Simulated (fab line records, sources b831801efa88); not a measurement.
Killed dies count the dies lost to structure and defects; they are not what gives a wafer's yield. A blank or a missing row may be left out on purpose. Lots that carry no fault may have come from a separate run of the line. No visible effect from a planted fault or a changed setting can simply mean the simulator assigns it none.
Struck lot and sound lot, side by side / flow sky130 / 35 out of 708 route steps
Sound: these wafers, L632.1, L632.2, L632.5. Wafers L631.2, L631.4, L631.6 were the ones struck. The cause comes at the end.
For every step that has rows: the tool of each side, followed by ch and its chambers, followed by its first start. Under that, the readings that differ: sound wafers / struck wafers / difference of the means / sigmas: that difference in standard deviations of wafers without a fault.
alike: a reading whose means differ by less than 2 such deviations, as well as words and numbers matching on both sides. not compared: withheld readings; readings where some wafer has no value; bounds like >300 that might hide an equal value; numbers whose values overlap and for which the record gives no deviation.
The two part at a step that has a row with sigmas, a row that says differs or no value, or rows on one side only. Numbers that don't overlap but have no deviation are shown without sigmas and don't part them. A reading missing from all wafers of one side parts the sides only when that side holds two or more wafers.

first, 10 steps without rows for these wafers: SKY_VIA1_ETCH_15 (etches SiO2 in C4F8/O2/Ar, stops on TiN, target depth 351 nm, time 54 s); SKY_VIA1_STRIP_16 (strips in O2/N2); SKY_VIA1_STRIP_17 (strips in post etch residue remover, time 1200 s); SKY_VIA1_CLEAN_18 (cleans in IPA, time 180 s); SKY_VIA1_CLEAN_19 (cleans in O3/DIW); SKY_VIA1_SPUTTER_20 (material TiN, target thk 20 nm, time 80 s); SKY_VIA1_CVD_21 (deposits W, target thk 270 nm, time 80.902 s); SKY_VIA1_CMP_24 (polishes, stops on SiO2, t overpolish 15 s, target thk 0 nm); SKY_METAL2_SPUTTER_00 (material Ti, target thk 15 nm, time 10 s); SKY_METAL2_SPUTTER_01 (material TiN, target thk 20 nm, time 16.7 s).
SKY_METAL2_SPUTTER_02: material AlCu, target thk 250 nm, time 13.3 s.
  struck on pvd-sputter-01, day 37 16:12; sound on pvd-sputter-03, day 38 05:43
  alike: throttle-valve-pct
then, 23 steps without rows for these wafers: SKY_METAL2_SPUTTER_03 (material Ti, target thk 5 nm, time 3.3 s); SKY_METAL2_SPUTTER_04 (material TiN, target thk 70 nm, time 58.3 s); SKY_METAL2_DEHYDRATE_07 (time 60 s); SKY_METAL2_HMDS_08 (prime time 60 s); SKY_METAL2_COAT_09 (resist thk 60 nm); SKY_METAL2_COAT_10 (resist thk 450 nm); SKY_METAL2_SOFTBAKE_11 (time 90 s); SKY_METAL2_EXPOSE_12 (exposes mask MM2, target cd 140 nm); SKY_METAL2_PEB_13; SKY_METAL2_DEVELOP_14 (develop time 60 s); SKY_METAL2_DESCUM_17 (chemistry O2, time 8 s); SKY_METAL2_ETCH_18 (etches BARC in N2/H2, stops on SiO2, time 45.9 s, target depth 60 nm); SKY_METAL2_METAL_ETCH_19 (etches the open film in Cl2/BCl3, stops on SiO2, target depth 360 nm, time 78 s); SKY_METAL2_STRIP_20 (strips in O2/N2); SKY_METAL2_STRIP_21 (strips in post etch residue remover, time 1200 s); SKY_METAL2_CLEAN_22 (cleans in IPA, time 180 s); SKY_METAL2_CLEAN_23 (cleans in O3/DIW); SKY_VIA2_HDPCVD_00 (deposits SiO2, target thk 1180 nm, time 196.7 s); SKY_VIA2_CMP_02 (polishes SiO2); SKY_VIA2_DEHYDRATE_04 (time 60 s); SKY_VIA2_HMDS_05 (prime time 60 s); SKY_VIA2_COAT_06 (resist thk 60 nm); SKY_VIA2_COAT_07 (resist thk 450 nm).
-- the record jumps here: 11 days lie between the struck wafers' starts before and after (it left off in module VIA2 and takes up again in module PAD_OPEN, whose first step shown is number 708 of the route) --
SKY_PAD_OPEN_PROBE_99:
  struck on prober-02, day 48 15:11; sound on prober-01, day 49 01:13
reading=hold; sound=- - -; struck=await-dispo/2.9h/release await-dispo/2.9h/release await-dispo/2.9h/release; difference=no value on the sound wafers; sigmas=
reading=defect-limited-yield (%); sound=84.6 82.9 85.2; struck=75.4 81.1 71.5; difference=-8.2; sigmas=-4
reading=killed_at_M0_to_M3; sound=34 54 37; struck=93 62 111; difference=+47; sigmas=+6
reading=killed-dies; sound=76 84 73; struck=121 93 140; difference=+40; sigmas=+4
reading=sort_bin_3_pad_short (%); sound=0.8 1.0 0.6; struck=3.7 2.6 3.9; difference=+2.6; sigmas=+6
reading=sort_bin_5_function (%); sound=8.7 8.3 10.0; struck=15.9 12.0 15.9; difference=+5.6; sigmas=+4
reading=sort-n-pass; sound=416 408 419; struck=371 399 352; difference=-40; sigmas=-4
reading=sort-yield-pct (%); sound=84.6 82.9 85.2; struck=75.4 81.1 71.5; difference=-8.2; sigmas=-4
reading=model.etest.tester.sort-n-pass; sound=416 408 419; struck=371 399 352; difference=-40; sigmas=
reading=model.etest.tester.sort-yield-pct (%); sound=84.55 82.93 85.16; struck=75.41 81.1 71.54; difference=-8.20; sigmas=
reading=model.etest.tester.sort_bin_5_pct (%); sound=8.74 8.333 9.959; struck=15.85 11.99 15.85; difference=+5.55; sigmas=
reading=model.etest.tester.sort_bin_3_pct (%); sound=0.813 1.016 0.6098; struck=3.659 2.642 3.862; difference=+2.575; sigmas=
  alike: killed_at_M4_up, killed-at-contacts, killed-at-front-end, killed-at-other, killed-open, killed-short, sort_bin_6_memory

== WHERE THEY PART ==
Within this record, at SKY_PAD_OPEN_PROBE_99 only.

WHY: the cause the simulator had injected
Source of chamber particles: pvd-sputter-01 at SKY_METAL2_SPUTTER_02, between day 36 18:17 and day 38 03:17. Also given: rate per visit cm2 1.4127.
